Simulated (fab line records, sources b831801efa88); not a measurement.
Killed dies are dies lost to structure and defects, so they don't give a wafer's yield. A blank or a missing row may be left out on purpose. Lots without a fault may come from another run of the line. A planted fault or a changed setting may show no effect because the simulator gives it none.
Problem report in the 8D (eight disciplines) form, filled by code | flow sky130 | the parts of the form that need people (team, actions taken, sign-off) are left out

1. THE PROBLEM
VIA2_W_RS at SKY_VIA2_RS_MEAS_22 reads a mean of 0.1813 ohm/sq on 2 wafers of 2 lots; wafers without a fault read 0.2754 ohm/sq with a standard deviation of 0.003. That is -31 standard deviations from the usual mean.
The step: measures by four-point-probe.
First seen on wafer L522.2, day 38 21:27, on film_metro-01. The record holds 30 wafers of 10 lots with a number at this step. Rule for "out", or "out of limits": more than 4 standard deviations from the usual mean. The other wafers with a number count as sound.

2. WHAT IT IS AND WHAT IT IS NOT
question                    | is                           | is not
which readings at this step | VIA2_W_RS                    | -
which lots                  | L522, L524                   | L517, L518, L528, L531, L534, L537, L538, L539
which wafers of those lots  | L522.2, L524.2               | L522.5, L522.6, L524.1, L524.4
read on which gauges        | film_metro-01, film_metro-04 | film_metro-02
when                        | from day 38 21:27            | up to then (8 sound wafers); but 20 sound wafers of L524, L528, L531, L534, L537, L538, L539 came after

3. SUSPECTS, AND WHAT RULES EACH OUT
Counting: a tool at a process step up to the reading stays a suspect if it ran every lot that is out. Sound lots after the first of them don't rule it out here, since some wafers of a struck lot are sound.
- the gauge at SKY_VIA2_RS_MEAS_22: ruled out. The wafers that are out were read on 2 gauges (film_metro-01, film_metro-04).
- rie_metal-03 at SKY_METAL1_DESCUM_17 (chemistry O2, time 8 s): kept. It ran every lot that is out, first L522 (day 35 10:19).
- cvd_w-02 at SKY_VIA2_CVD_21 (deposits W, target thk 420 nm, time 126.4 s): kept. It ran every lot that is out, first L522 (day 38 21:18); its last sound lot up to then is L518 (day 36 23:52).
Left after counting: rie_metal-03 at SKY_METAL1_DESCUM_17, cvd_w-02 at SKY_VIA2_CVD_21.

4. THE CAUSE (what the simulator had put in)
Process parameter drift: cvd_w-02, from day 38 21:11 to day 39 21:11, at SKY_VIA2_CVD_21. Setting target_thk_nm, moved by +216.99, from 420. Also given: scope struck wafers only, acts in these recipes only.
Counting left 2 suspects, and this tool is among them.

5. THE CHAIN OF EFFECTS, in route order
Each row: a reading whose mean over the struck wafers that have a number lies more than 3 standard deviations from the usual. Only readings for which the record gives a usual standard deviation are gone through. hours: the time from each lot's start at the first step in this table that gives one to its start at this step, as a median over the lots. sigmas: the change in usual standard deviations.
hours | step                | reading            | usual         | on struck wafers | change  | sigmas
0     | SKY_VIA2_RS_MEAS_22 | VIA2_W_RS          | 0.2754 ohm/sq | 0.1813           | -0.0941 | -31
0     | SKY_VIA2_CMP_24     | time_to_endpoint_s | 101 s         | 155              | +54     | +15
The process steps in it:
- SKY_VIA2_CMP_24: polishes, stops on SiO2, t overpolish 20 s, target thk 0 nm.
Readings that are blank on the struck wafers while sound wafers have them: VIA2_W_THK at SKY_VIA2_THK_MEAS_23.
Later measuring or inspecting steps at which every struck wafer that the step has a row for has a number for every such reading, and none has moved that far: SKY_VIA3_BOW_MEAS_03.

6. WHAT WOULD HAVE CAUGHT IT SOONER
In this record the first reading out of limits at a measuring or inspecting step was taken at day 38 21:27, 0 hours after the fault began at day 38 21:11.
Of the tool readings at SKY_VIA2_CVD_21 for which the record gives a usual standard deviation, none was out on any struck wafer, so an alarm limit of 4 standard deviations on them would not have fired.
Of the lots that are out (2), L524 began SKY_VIA2_CVD_21 on cvd_w-02 after day 38 21:27. A hold on the tool at that time would have spared it.
